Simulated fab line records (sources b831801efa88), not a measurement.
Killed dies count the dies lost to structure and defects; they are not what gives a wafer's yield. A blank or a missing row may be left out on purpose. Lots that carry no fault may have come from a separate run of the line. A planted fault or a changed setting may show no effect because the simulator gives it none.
fab line records	flow sky130
record lots=5	wafers=15	lastDay=50
route steps=708 shown VIA3@576 METAL4@598 CAP2M@603 PAD_OPEN@708
lots that met no fault: taken from a fault-free run of the same line
startH: hours from the record's first day to the start of the lot's first wafer shown	waitH: hours elapsed since this lot's preceding step	" same as the row above	L1.1+2: several wafers, shown together as one row	- no value, or no start was given	* or withheld: withheld	< > ~ a bound
route shown NAME@n: names a module that has steps shown in the file, with the first one's number in the route	usual: mean/standard deviation of fault-free wafers	same: alike in all rows	chamber/n: place in a boat	sites: each site's reading	_std_site: how widely they spread, as a standard deviation	_edge_site: mean of outer sites minus mean of inner sites	radiusMm: for every site, how far away it sits from the centre of the wafer	mask NAME#n: copy n	behind: the last tool/chamber to shape the wafer	hold: reason for holding the lot/hours on hold/outcome of the hold	device: whichever transistor did not switch (one of n, p or np)	end of line: the tests these same wafers got at the end of their route	for a step that has no rows: nothing shown but its recipe	killed: count of dies lost to structure and defects at first sort (not the wafer's yield)	map: a wafer's dies, marking killed ones x, the rest . and places with no die _
set.NAME: the setting as run; set.NAME@STEP: as run at that earlier step	model.NAME: the simulator's own value behind a step, which no gauge read
lots at selected steps of the route; one table per step, one row per wafer
services: the hour from which a tool's chamber was out of use, counted from the record's first day as startH (under 0 if before that day), plus the number of hours and why
## steps
# step SKY_VIA3_BOW_MEAS_03
# recipe mode=bow
# usual VIA3_BOW=79/8
lot.wafer	tool	chamber	startH	waitH	VIA3_BOW[um]
L345.2	filmMetro-04	-	914.95	0.3	71
L345.3	"	-	"	"	71
L345.4	"	-	"	"	77
L349.4	filmMetro-04	-	958.30	0.2	74
L349.5	"	-	"	"	69
L349.6	"	-	"	"	79
L347.2	filmMetro-01	-	960.34	0.2	83
L347.4	"	-	"	"	84
L347.6	"	-	"	"	90
L350.1	filmMetro-01	-	963.03	0.2	73
L350.3	"	-	"	"	72
L350.4	"	-	"	"	79
L365.1	filmMetro-04	-	1058.67	0.2	78
L365.4	"	-	"	"	66
L365.6	"	-	"	"	72
# step SKY_VIA3_DEHYDRATE_04
# recipe tempC=200	timeS=60
# step SKY_VIA3_HMDS_05
# recipe primeTimeS=60	primeTempC=120
# step SKY_VIA3_COAT_06
# recipe resist=BARC	tempC=withheld	timeS=withheld	spinRpm=3000	resistThkNm=60
# step SKY_VIA3_COAT_07
# recipe resist=KrF-thick	spinRpm=3000	resistThkNm=450
# step SKY_VIA3_SOFTBAKE_08
# recipe tempC=100	timeS=90	resist=KrF-thick
# step SKY_VIA3_EXPOSE_09
# recipe maskId=VIM3	na=0.8	sourceShape=annular	sigmaInner=0.55	sigmaOuter=0.85	targetCdNm=200	doseMj=38
# step SKY_VIA3_PEB_10
# recipe pebTempC=withheld	pebTimeS=withheld	resist=KrF-thick
# step SKY_VIA3_DEVELOP_11
# recipe developTimeS=60	resist=KrF-thick	devTempC=21
# step SKY_VIA3_CD_MEAS_12
# recipe targetCdNm=200
# usual cdNm=200.3/1.2
lot.wafer	tool	chamber	startH	waitH	cdNm
L345.2	cdSem-01	-	939.23	-	199.9
L345.3	"	-	"	"	200.6
L345.4	"	-	"	"	200.2
L349.4	cdSem-01	-	982.56	-	201.1
L349.5	"	-	"	"	200.2
L349.6	"	-	"	"	199.8
L347.2	cdSem-02	-	984.27	-	198.3
L347.4	"	-	"	"	199.9
L347.6	"	-	"	"	198.9
L350.1	cdSem-01	-	985.40	-	200.5
L350.3	"	-	"	"	199.7
L350.4	"	-	"	"	200.9
L365.1	cdSem-02	-	1079.81	-	199.7
L365.4	"	-	"	"	200.1
L365.6	"	-	"	"	197.7
# step SKY_VIA3_OVL_MEAS_13
# usual VIA3_OVL=-1/5.8
lot.wafer	tool	chamber	startH	waitH	VIA3_OVL[nm]
L345.2	overlay-01	-	939.34	0.1	-4
L345.3	"	-	"	"	-12
L345.4	"	-	"	"	-8
L349.4	overlay-01	-	982.64	0.1	9
L349.5	"	-	"	"	-1
L349.6	"	-	"	"	-1
L347.2	overlay-02	-	984.38	0.1	7
L347.4	"	-	"	"	4
L347.6	"	-	"	"	5
L350.1	overlay-02	-	985.52	0.1	1
L350.3	"	-	"	"	-5
L350.4	"	-	"	"	-6
L365.1	overlay-02	-	1079.93	0.1	4
L365.4	"	-	"	"	8
L365.6	"	-	"	"	2
# step SKY_VIA3_ETCH_14
# recipe chemistry=N2/H2	target=BARC	ionEnergyEv=200	sourceW=500	biasW=100	pressureMtorr=30	n2FlowSccm=100	h2FlowSccm=200	stopOn=SiO2	timeS=45.9	targetDepthA=600
# usual biasW=100.01/0.29	drypumpMotorCurrentA=5.6/0.36	oesProductAu=0.855/0.0048	throttleValvePct=13.225/0.0084
lot.wafer	tool	chamber	startH	waitH	biasW	drypumpMotorCurrentA	oesProductAu	rfHoursCounterH	throttleValvePct
L345.2	rieDiel-04	1	939.37	0.0	100.71	5.1	0.856	12	13.227
L345.3	"	3	"	"	100.15	5.4	0.858	5	13.234
L345.4	"	0	"	"	99.83	5.7	0.855	4	13.231
L349.4	rieDiel-01	1	982.66	0.0	100.25	6.1	0.867	22	13.240
L349.5	"	1	"	"	100.23	6.1	0.852	-	13.219
L349.6	"	0	"	"	100.21	5.8	0.855	-	13.235
L347.2	rieDiel-04	1	984.41	0.0	100.12	5.1	0.848	13	13.224
L347.4	"	3	"	"	99.98	5.4	0.851	-	13.229
L347.6	"	1	"	"	100.34	5.1	0.861	-	13.223
L350.1	rieDiel-03	1	985.56	0.0	100.40	5.4	0.853	28	13.231
L350.3	"	3	"	"	99.74	5.4	0.854	14	13.217
L350.4	"	0	"	"	99.83	5.6	0.862	29	13.213
L365.1	rieDiel-03	2	1079.97	0.0	99.88	5.4	0.863	20	13.223
L365.4	"	2	"	"	100.18	5.4	0.856	-	13.223
L365.6	"	3	"	"	100.18	5.4	0.857	-	13.223
# step SKY_VIA3_ETCH_15
# recipe target=SiO2	chemistry=C4F8/O2/Ar	targetDepthNm=507	stopOn=TiN	maskMaterial=KrF-thick	sourceW=1500	biasW=1200	pressureMtorr=40	c4f8FlowSccm=withheld	O2_flow_sccm=6	Ar_flow_sccm=300	timeS=78
# usual biasW=1200/3	oesProductAu=0.946/0.0046
lot.wafer	tool	chamber	startH	waitH	biasW	oesProductAu	rfHoursCounterH
L345.2	rieDiel-04	1	939.41	0.0	1196	0.949	12
L345.3	"	3	"	"	1203	0.945	5
L345.4	"	0	"	"	1199	0.955	4
L349.4	rieDiel-01	1	982.70	0.0	1203	0.947	22
L349.5	"	1	"	"	1198	0.953	-
L349.6	"	0	"	"	1198	0.949	-
L347.2	rieDiel-04	1	984.45	0.0	1196	0.944	13
L347.4	"	3	"	"	1202	0.939	-
L347.6	"	1	"	"	1193	0.947	-
L350.1	rieDiel-03	1	985.60	0.0	1198	0.943	28
L350.3	"	3	"	"	1201	0.942	14
L350.4	"	0	"	"	1195	0.938	29
L365.1	rieDiel-03	2	1080.01	0.0	1199	0.954	21
L365.4	"	2	"	"	1200	0.942	-
L365.6	"	3	"	"	1204	0.937	-
# step SKY_VIA3_STRIP_16
# recipe chemistry=O2/N2	powerW=1400	pressureMtorr=1500	platenTempC=withheld	o2FlowSccm=3000	n2FlowSccm=300	overashFraction=0.5
# usual drypumpMotorCurrentA=5.8/0.52	oesProductAu=0.401/0.0051	stripTimeToEndpointS=4.131/0.021
lot.wafer	tool	chamber	startH	waitH	drypumpMotorCurrentA	oesProductAu	rfHoursCounterH	stripTimeToEndpointS
L345.2	plasmaAsher-01	0	939.47	0.0	5.7	0.409	83	4.132
L345.3	"	0	"	"	5.7	0.408	-	4.185
L345.4	"	1	"	"	6.5	0.401	-	4.146
L349.4	plasmaAsher-02	0	982.79	0.1	5.2	0.402	-	4.089
L349.5	"	1	"	"	5.5	0.406	-	4.121
L349.6	"	0	"	"	5.2	0.397	-	4.147
L347.2	plasmaAsher-02	1	984.51	0.0	5.5	0.409	52	4.145
L347.4	"	0	"	"	5.2	0.400	-	4.132
L347.6	"	1	"	"	5.5	0.403	-	4.140
L350.1	plasmaAsher-04	0	985.66	0.0	6.3	0.407	116	4.124
L350.3	"	0	"	"	6.3	0.403	-	4.158
L350.4	"	1	"	"	5.2	0.399	-	4.112
L365.1	plasmaAsher-04	1	1080.07	0.0	5.2	0.401	1	4.138
L365.4	"	0	"	"	6.3	0.405	-	4.110
L365.6	"	0	"	"	6.3	0.402	-	4.148
# step SKY_VIA3_STRIP_17
# recipe chemistry=postEtchResidueRemover	timeS=1200	tempC=72.5
# step SKY_VIA3_CLEAN_18
# recipe chemistry=IPA	timeS=180	tempC=25
# step SKY_VIA3_CLEAN_19
# recipe chemistry=O3/DIW	dry=n2Spin
# step SKY_VIA3_SPUTTER_20
# recipe material=TiN	targetThkNm=20	chamberPressurePa=5	powerW=4000	timeS=80
# step SKY_VIA3_CVD_21
# recipe material=W	targetThkNm=390	timeS=117.31	tempC=400	pressureTorr=40
# step SKY_VIA3_RS_MEAS_22
# recipe thkMeasGauge=four-point-probe	reads=W_of_VIA3_CVD_21+TiN_of_VIA3_SPUTTER_20
# usual VIA3_W_RS=0.294/0.0036
lot.wafer	tool	chamber	startH	waitH	VIA3_W_RS[ohm/sq]
L345.2	filmMetro-02	-	940.30	0.1	0.298
L345.3	"	-	"	"	0.291
L345.4	"	-	"	"	0.297
L349.4	filmMetro-01	-	983.69	0.2	0.296
L349.5	"	-	"	"	0.300
L349.6	"	-	"	"	0.299
L347.2	filmMetro-04	-	985.31	0.1	0.293
L347.4	"	-	"	"	0.294
L347.6	"	-	"	"	0.294
L350.1	filmMetro-02	-	986.44	0.1	0.294
L350.3	"	-	"	"	0.298
L350.4	"	-	"	"	0.295
L365.1	filmMetro-04	-	1080.85	0.1	0.299
L365.4	"	-	"	"	0.294
L365.6	"	-	"	"	0.294
# step SKY_VIA3_THK_MEAS_23
# recipe thkMeasGauge=xrf	reads=W_of_VIA3_CVD_21
# usual VIA3_W_THK=404/6.2
lot.wafer	tool	chamber	startH	waitH	VIA3_W_THK[nm]
L345.2	filmMetro-02	-	940.41	0.1	396
L345.3	"	-	"	"	404
L345.4	"	-	"	"	397
L349.4	filmMetro-01	-	983.78	0.1	403
L349.5	"	-	"	"	403
L349.6	"	-	"	"	401
L347.2	filmMetro-04	-	985.42	0.1	404
L347.4	"	-	"	"	405
L347.6	"	-	"	"	403
L350.1	filmMetro-02	-	986.56	0.1	398
L350.3	"	-	"	"	396
L350.4	"	-	"	"	397
L365.1	filmMetro-04	-	1080.97	0.1	404
L365.4	"	-	"	"	409
L365.6	"	-	"	"	409
# step SKY_VIA3_CMP_24
# recipe stopOn=SiO2	tOverpolishS=20	downForcePsi=3.5	platenRpm=60	targetThkNm=0	padVelocityMS=0.94248
# usual motorCurrentA=11.3/1	overpolishRunS=20.000/0.009	timeToEndpointS=95/3.8
lot.wafer	tool	chamber	startH	waitH	motorCurrentA	overpolishRunS	timeToEndpointS
L345.2	cmp-01	2	940.46	0.0	10.1	19.995	92
L345.3	"	0	"	"	10.4	20.009	92
L345.4	"	1	"	"	11.3	20.020	92
L349.4	cmp-01	1	983.86	0.1	11.0	19.994	89
L349.6	"	0	"	"	10.3	19.987	93
L349.5	"	1	"	"	11.8	20.002	90
L347.4	cmp-01	3	985.47	0.0	13.1	20.004	92
L347.2	"	1	"	"	11.5	20.004	92
L347.6	"	0	"	"	10.7	19.999	95
L350.1	cmp-01	3	986.62	0.1	12.9	20.011	91
L350.4	"	0	"	"	11.1	20.000	94
L350.3	"	1	"	"	10.8	19.993	89
L365.1	cmp-02	1	1081.08	0.1	9.4	19.997	96
L365.4	"	2	"	"	11.3	19.992	96
L365.6	"	1	"	"	10.4	20.010	93
# step SKY_METAL4_SPUTTER_00
# recipe material=Ti	targetThkNm=15	powerW=3000	timeS=10	chamberPressurePa=0.4
# step SKY_METAL4_SPUTTER_01
# recipe material=TiN	targetThkNm=20	powerW=6500	timeS=16.7	chamberPressurePa=0.4
# step SKY_METAL4_SPUTTER_02
# recipe material=AlCu	targetThkNm=735	powerW=10600	timeS=39.1	chamberPressurePa=0.4
# step SKY_METAL4_SPUTTER_03
# recipe material=Ti	targetThkNm=5	powerW=3000	timeS=3.3	chamberPressurePa=0.4
# step SKY_METAL4_SPUTTER_04
# recipe material=TiN	targetThkNm=70	powerW=6500	timeS=58.3	chamberPressurePa=0.4
# step SKY_CAP2M_CVD_00
# recipe material=SiO2	targetThkNm=15.5	tempC=400	timeS=withheld	rfW=450
# step SKY_CAP2M_THK_MEAS_01
# recipe reads=SiO2_of_CAP2M_CVD_00
# usual CAP2M_CVD_00_THK=15.50/0.22
lot.wafer	tool	chamber	startH	waitH	CAP2M_CVD_00_THK[nm]
L345.2	filmMetro-03	-	940.94	-	15.40
L345.3	"	-	"	"	15.32
L345.4	"	-	"	"	15.62
L349.4	filmMetro-04	-	984.31	-	15.61
L349.5	"	-	"	"	15.81
L349.6	"	-	"	"	15.66
L347.2	filmMetro-04	-	985.95	-	15.17
L347.4	"	-	"	"	15.27
L347.6	"	-	"	"	15.37
L350.1	filmMetro-04	-	987.10	-	15.59
L350.3	"	-	"	"	15.81
L350.4	"	-	"	"	15.90
L365.1	filmMetro-04	-	1081.53	-	15.42
L365.4	"	-	"	"	15.78
L365.6	"	-	"	"	15.70
# step SKY_CAP2M_SPUTTER_02
# recipe material=TiN	targetThkNm=200	tempC=300	powerW=6500	timeS=166.7	chamberPressurePa=0.4
# usual throttleValvePct=29.8/0.86
lot.wafer	tool	chamber	startH	waitH	throttleValvePct
L345.2	pvdSputter-01	-	940.99	0.0	29.0
L345.3	"	-	"	"	29.3
L345.4	"	-	"	"	29.3
L349.4	pvdSputter-02	-	984.34	0.0	30.6
L349.5	"	-	"	"	30.2
L349.6	"	-	"	"	30.5
L347.2	pvdSputter-02	-	986.00	0.0	30.0
L347.4	"	-	"	"	30.6
L347.6	"	-	"	"	30.4
L350.1	pvdSputter-02	-	987.16	0.1	28.8
L350.3	"	-	"	"	30.9
L350.4	"	-	"	"	30.6
L365.1	pvdSputter-01	-	1081.59	0.1	29.3
L365.4	"	-	"	"	31.1
L365.6	"	-	"	"	28.5
# step SKY_CAP2M_RS_MEAS_03
# recipe thkMeasGauge=four-point-probe	reads=TiN_of_CAP2M_SPUTTER_02
# usual CAP2M_TIN_RS=6.90/0.057
lot.wafer	tool	chamber	startH	waitH	CAP2M_TIN_RS[ohm/sq]
L345.2	filmMetro-04	-	941.12	0.1	6.86
L345.3	"	-	"	"	6.89
L345.4	"	-	"	"	6.85
L349.4	filmMetro-03	-	984.51	0.1	6.91
L349.5	"	-	"	"	6.89
L349.6	"	-	"	"	6.90
L347.2	filmMetro-03	-	986.13	0.1	6.85
L347.4	"	-	"	"	6.87
L347.6	"	-	"	"	6.81
L350.1	filmMetro-01	-	987.27	0.1	6.84
L350.3	"	-	"	"	6.76
L350.4	"	-	"	"	6.83
L365.1	filmMetro-01	-	1081.75	0.1	6.93
L365.4	"	-	"	"	6.86
L365.6	"	-	"	"	6.91
# step SKY_CAP2M_THK_MEAS_04
# recipe thkMeasGauge=xrf	reads=TiN_of_CAP2M_SPUTTER_02
# usual CAP2M_TIN_THK=197.7/2.2
lot.wafer	tool	chamber	startH	waitH	CAP2M_TIN_THK[nm]
L345.2	filmMetro-04	-	941.23	0.1	197.1
L345.3	"	-	"	"	196.3
L345.4	"	-	"	"	197.9
L349.4	filmMetro-03	-	984.60	0.1	198.3
L349.5	"	-	"	"	200.2
L349.6	"	-	"	"	198.3
L347.2	filmMetro-03	-	986.24	0.1	200.4
L347.4	"	-	"	"	198.2
L347.6	"	-	"	"	199.9
L350.1	filmMetro-01	-	987.39	0.1	199.8
L350.3	"	-	"	"	202.4
L350.4	"	-	"	"	200.7
L365.1	filmMetro-01	-	1081.87	0.1	197.4
L365.4	"	-	"	"	200.2
L365.6	"	-	"	"	197.6
# step SKY_CAP2M_DEHYDRATE_05
# recipe tempC=200	timeS=60
# step SKY_CAP2M_HMDS_06
# recipe primeTimeS=60	primeTempC=120
# step SKY_CAP2M_COAT_07
# recipe resist=NOVOLAK	spinRpm=3000	resistThkNm=1140
# step SKY_CAP2M_SOFTBAKE_08
# recipe tempC=90	timeS=60	resist=NOVOLAK
# step SKY_CAP2M_EXPOSE_09
# recipe maskId=CAP2M	na=0.6	sourceShape=conventional	sigmaOuter=0.6	polarization=unpolarized	targetCdNm=1000	doseMj=159
# step SKY_CAP2M_PEB_10
# recipe tempC=withheld	timeS=*	resist=NOVOLAK
# step SKY_CAP2M_DEVELOP_11
# recipe resist=NOVOLAK	developer=TMAH	developTimeS=60	devTempC=23
# step SKY_CAP2M_OVL_MEAS_12
# usual CAP2M_OVL=0.0/1.6
lot.wafer	tool	chamber	startH	waitH	CAP2M_OVL[nm]
L345.2	overlay-02	-	965.07	0.1	-0.8
L345.3	"	-	"	"	0.9
L345.4	"	-	"	"	0.3
L349.4	overlay-02	-	1008.06	0.1	-0.8
L349.5	"	-	"	"	1.5
L349.6	"	-	"	"	1.8
L347.2	overlay-02	-	1009.56	0.1	-1.3
L347.4	"	-	"	"	-1.0
L347.6	"	-	"	"	-1.2
L350.1	overlay-01	-	1010.16	0.1	-2.1
L350.3	"	-	"	"	-2.9
L350.4	"	-	"	"	-2.0
L365.1	overlay-01	-	1102.11	0.1	1.0
L365.4	"	-	"	"	0.9
L365.6	"	-	"	"	1.8
# step SKY_CAP2M_METAL_ETCH_13
# recipe targetDepthNm=220	stopOn=SiO2	chemistry=Cl2/BCl3	target=TiN	pressureMtorr=10	icpW=900	biasW=48.5	Cl2_flow_sccm=60	bcl3FlowSccm=30	timeS=62.9
# step SKY_CAP2M_STRIP_14
# recipe chemistry=O2/N2	powerW=1400	pressureMtorr=1500	platenTempC=withheld	o2FlowSccm=3000	n2FlowSccm=300	overashFraction=0.5
# usual drypumpMotorCurrentA=5.7/0.44	oesProductAu=0.710/0.0044	stripTimeToEndpointS=12.67/0.062
lot.wafer	tool	chamber	startH	waitH	drypumpMotorCurrentA	oesProductAu	rfHoursCounterH	stripTimeToEndpointS
L345.2	plasmaAsher-04	0	965.18	0.1	6.3	0.714	114	12.71
L345.3	"	0	"	"	6.3	0.712	-	12.68
L345.4	"	1	"	"	5.2	0.710	-	12.66
L349.4	plasmaAsher-04	0	1008.19	0.1	6.3	0.702	-	12.75
L349.5	"	1	"	"	5.2	0.712	-	12.74
L349.6	"	0	"	"	6.3	0.709	-	12.77
L347.2	plasmaAsher-02	0	1009.67	0.1	5.2	0.716	55	12.68
L347.4	"	0	"	"	5.2	0.709	-	12.71
L347.6	"	0	"	"	5.2	0.712	-	12.75
L350.1	plasmaAsher-03	1	1010.28	0.1	5.9	0.703	28	12.67
L350.3	"	1	"	"	6.0	0.712	-	12.68
L350.4	"	0	"	"	6.0	0.705	-	12.66
L365.1	plasmaAsher-03	0	1102.23	0.1	6.0	0.711	36	12.61
L365.4	"	1	"	"	6.0	0.708	-	12.59
L365.6	"	1	"	"	6.0	0.703	-	12.56
# step SKY_PAD_OPEN_PROBE_99
# usual defectLimitedYield=82.5/1.9	killed_at_M0_to_M3=44/6.4	killed_at_M4_up=3.4/2.1	killedAtContacts=23/5	killedAtFrontEnd=15/4.5	killedAtOther=0.3/0.54	killedDies=86/9.5	killedOpen=48/6.9	killedShort=38/5.9	sort_bin_3_pad_short=0.8/0.44	sort_bin_5_function=10.5/1.6	sort_bin_6_memory=6.1/1.1	sortNPass=406/9.5	sortYieldPct=82.5/1.9
# same grossDies=492	killedAtBackSide=0	sort_bin_4_leakage[%]=0	sort_bin_8_speed[%]=0
lot.wafer	tool	chamber	startH	waitH	defectLimitedYield[%]	killed_at_M0_to_M3	killed_at_M4_up	killedAtContacts	killedAtFrontEnd	killedAtOther	killedDies	killedOpen	killedShort	sort_bin_3_pad_short[%]	sort_bin_5_function[%]	sort_bin_6_memory[%]	sortNPass	sortYieldPct[%]	model.etest.tester.sortNPass	model.etest.tester.sortYieldPct	model.etest.tester.sort_bin_5_pct	model.etest.tester.sort_bin_3_pct
L345.2	prober-01	-	1083.86	0.1	83.1	54	2	15	11	1	83	45	38	1.2	10.6	5.1	409	83.1	409	83.13	10.57	1.22
L345.3	prober-01	-	1083.91	0.2	82.5	46	2	22	16	0	86	43	43	1.0	10.0	6.5	406	82.5	406	82.52	9.959	1.016
L345.4	prober-01	-	1083.96	0.2	83.3	45	2	18	15	2	82	42	39	1.0	9.1	6.5	410	83.3	410	83.33	9.146	1.016
L349.4	prober-01	-	1119.60	0.2	84.3	44	3	15	14	1	77	47	30	0.4	9.8	5.5	415	84.3	415	84.35	9.756	0.4065
L349.5	prober-01	-	1119.65	0.2	83.5	42	7	19	13	0	81	45	36	0.6	11.4	4.5	411	83.5	411	83.54	11.38	0.6098
L349.6	prober-01	-	1119.70	0.2	83.7	38	4	23	15	0	80	45	35	0.2	9.1	6.9	412	83.7	412	83.74	9.146	0.2033
L350.1	prober-01	-	1122.15	0.1	82.9	42	1	24	17	0	84	47	37	0.8	9.1	7.1	408	82.9	408	82.93	9.146	0.813
L350.3	prober-01	-	1122.25	0.2	76.0	84	3	17	14	0	118	40	32	2.4	15.2	6.3	374	76.0	374	76.02	15.24	2.439
L350.4	prober-01	-	1122.30	0.2	84.8	35	2	18	20	0	75	42	33	1.0	8.3	5.9	417	84.8	417	84.76	8.333	1.016
# killed by level:class
L345.2 VIA2:geometricParticle:open=9 VIA3:geometricParticle:open=8 VIA1:geometricParticle:open=7 METAL2:geometricParticle:short=7 METAL1:geometricParticle:short=6 LI_CONTACT:geometricParticle:short=5 VIA1:geometricParticle:short=5 CONTACT:geometricParticle:open=4
L345.3 VIA3:geometricParticle:open=11 LI_CONTACT:geometricParticle:short=7 VIA1:geometricParticle:open=7 METAL2:geometricParticle:short=6 VIA2:geometricParticle:open=6 FIELD_ISO:geometricParticle:short=5 POLY_GATE:geometricParticle:open=5 VIA1:geometricParticle:short=5
L345.4 VIA1:geometricParticle:open=10 LI_CONTACT:geometricParticle:open=9 VIA3:geometricParticle:open=7 VIA1:geometricParticle:short=6 METAL2:geometricParticle:short=5 LOCAL_INTERCONNECT:geometricParticle:short=5 METAL1:geometricParticle:short=5 FIELD_ISO:geometricParticle:short=4
L349.4 VIA1:geometricParticle:open=17 VIA3:geometricParticle:open=8 POLY_GATE:geometricParticle:short=6 LI_CONTACT:geometricParticle:open=6 METAL2:geometricParticle:short=5 CONTACT:geometricParticle:open=4 VIA2:geometricParticle:open=4 FIELD_ISO:geometricParticle:open=3
L349.5 VIA2:geometricParticle:open=9 VIA1:geometricParticle:open=9 VIA3:geometricParticle:open=6 CONTACT:geometricParticle:short=6 LOCAL_INTERCONNECT:geometricParticle:short=5 METAL1:geometricParticle:short=5 POLY_GATE:geometricParticle:short=4 CONTACT:geometricParticle:open=4
L349.6 VIA1:geometricParticle:open=14 VIA2:geometricParticle:open=7 CONTACT:geometricParticle:short=7 POLY_GATE:geometricParticle:open=4 LI_CONTACT:geometricParticle:open=4 LOCAL_INTERCONNECT:geometricParticle:short=4 CONTACT:geometricParticle:open=4 VIA3:geometricParticle:open=4
L350.1 VIA1:geometricParticle:open=13 LI_CONTACT:geometricParticle:open=10 METAL2:geometricParticle:short=7 CONTACT:geometricParticle:open=5 VIA2:geometricParticle:open=5 POLY_GATE:geometricParticle:open=4 FIELD_ISO:geometricParticle:short=3 POLY_GATE:geometricParticle:short=3
L350.3 VIA3:unspecified=46 VIA1:geometricParticle:open=12 LI_CONTACT:geometricParticle:open=8 VIA1:geometricParticle:short=7 VIA3:geometricParticle:open=5 POLY_GATE:geometricParticle:short=4 CONTACT:geometricParticle:open=4 FIELD_ISO:geometricParticle:short=3
L350.4 VIA1:geometricParticle:open=9 CONTACT:geometricParticle:open=7 VIA2:geometricParticle:open=6 METAL3:geometricParticle:short=6 CONTACT:geometricParticle:short=5 POLY_GATE:geometricParticle:open=5 VIA2:geometricParticle:short=5 VIA3:geometricParticle:open=4
# map L350.3 (x killed, . not)
__________......x..._________
________x..........x.._______
______x.xx.......xxx...x_____
_____xxxxxx....x.....x..x____
____xxxxxxx...x.....x.....___
___xxxxxxx....x.x.x........__
__xxxxxxxx....x..........x.._
_xxxxxxxxxxx.......x.........
_..x.xxxx..............x..xx.
_x.x.xxxx.............x......
_.......xx.x.xx..x.....x....x
_......xx....................
_x.....x........x.......x....
_.................xx....x.xx.
_.............x.....x........
__.......x..........x....xx._
___.........x....x.x.x....x__
____......x....xx.........___
_____..x.x...x...........____
______......x....x..xx.._____
________..x..........._______
__________..x......x_________
# map L365.6 (x killed, . not)
__________x........._________
________.........x...._______
______..........x....x.._____
_____.....x..............____
____..xx.x..............x.___
___...x.x.....x..xx.....x.x__
__..x...x.xx......xxx.x.x.xx_
_..x.x..xx...........x.x.....
_.xxx.x..x.....x............x
_..x.......x.........x.......
_...xxx....x.......x.....x...
_x.........x....x.......x..x.
_................x...........
_..........x..............x..
_x.x.....x..................x
__..x....xxx...x...x..x...x._
___.....x........x......x..__
____....x......xxx...x.x..___
_____....................____
______x.........x.x....x_____
________........x....x_______
__________x....x..x._________
## services
tool	chamber	startH	hours	kind
cmp-01	-	916.26	-	consumableReplace:conditioner
cmp-01	-	916.26	-	consumableReplace:pad
plasmaAsher-01	-	925.21	3.6	repair
cmp-02	-	937.66	2.5	repair
rieDiel-03	1	938.79	5.1	repair
plasmaAsher-04	-	941.53	2.4	repair
plasmaAsher-01	-	945.77	7.7	repair
cmp-02	-	953.00	2.0	repair
plasmaAsher-02	-	963.70	4.3	repair
plasmaAsher-04	-	976.68	2.8	pm
plasmaAsher-02	-	977.03	2.0	repair
rieDiel-01	0	1041.95	8.5	repair
plasmaAsher-03	-	1044.69	4.3	pm
pvdSputter-01	-	1048.57	3.3	repair
rieDiel-04	1	1050.04	2.7	repair
plasmaAsher-04	-	1055.25	9.0	pm
plasmaAsher-04	0	1055.25	9.0	ventCycle
plasmaAsher-04	1	1055.25	9.0	ventCycle
plasmaAsher-03	-	1060.70	4.2	repair
plasmaAsher-04	0	1064.25	-	clean
plasmaAsher-04	1	1064.25	-	clean
rieDiel-03	0	1065.93	-	clean
cmp-02	-	1084.76	4.0	pm
cmp-02	-	1085.03	0.3	repair
## key
firstSign step=SKY_PAD_OPEN_PROBE_99	reading=killed_at_M0_to_M3	direction=up	sigmas=6.3	usual=44	struck=84
effect step=SKY_PAD_OPEN_PROBE_99	reading=sort_bin_3_pad_short	direction=up	sigmas=3.6	usual=0.8	struck=2.4
modelEffect step=SKY_PAD_OPEN_PROBE_99	value=etest.tester.sortNPass	without=415	struck=374
metAt SKY_VIA3_ETCH_15
struckWafers L350.3
fault kind=chamberParticleSource	tool=rieDiel-03	chamber=3	onsetH=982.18	steps=SKY_VIA3_ETCH_15	ratePerVisitCm2=1.1236	endH=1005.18
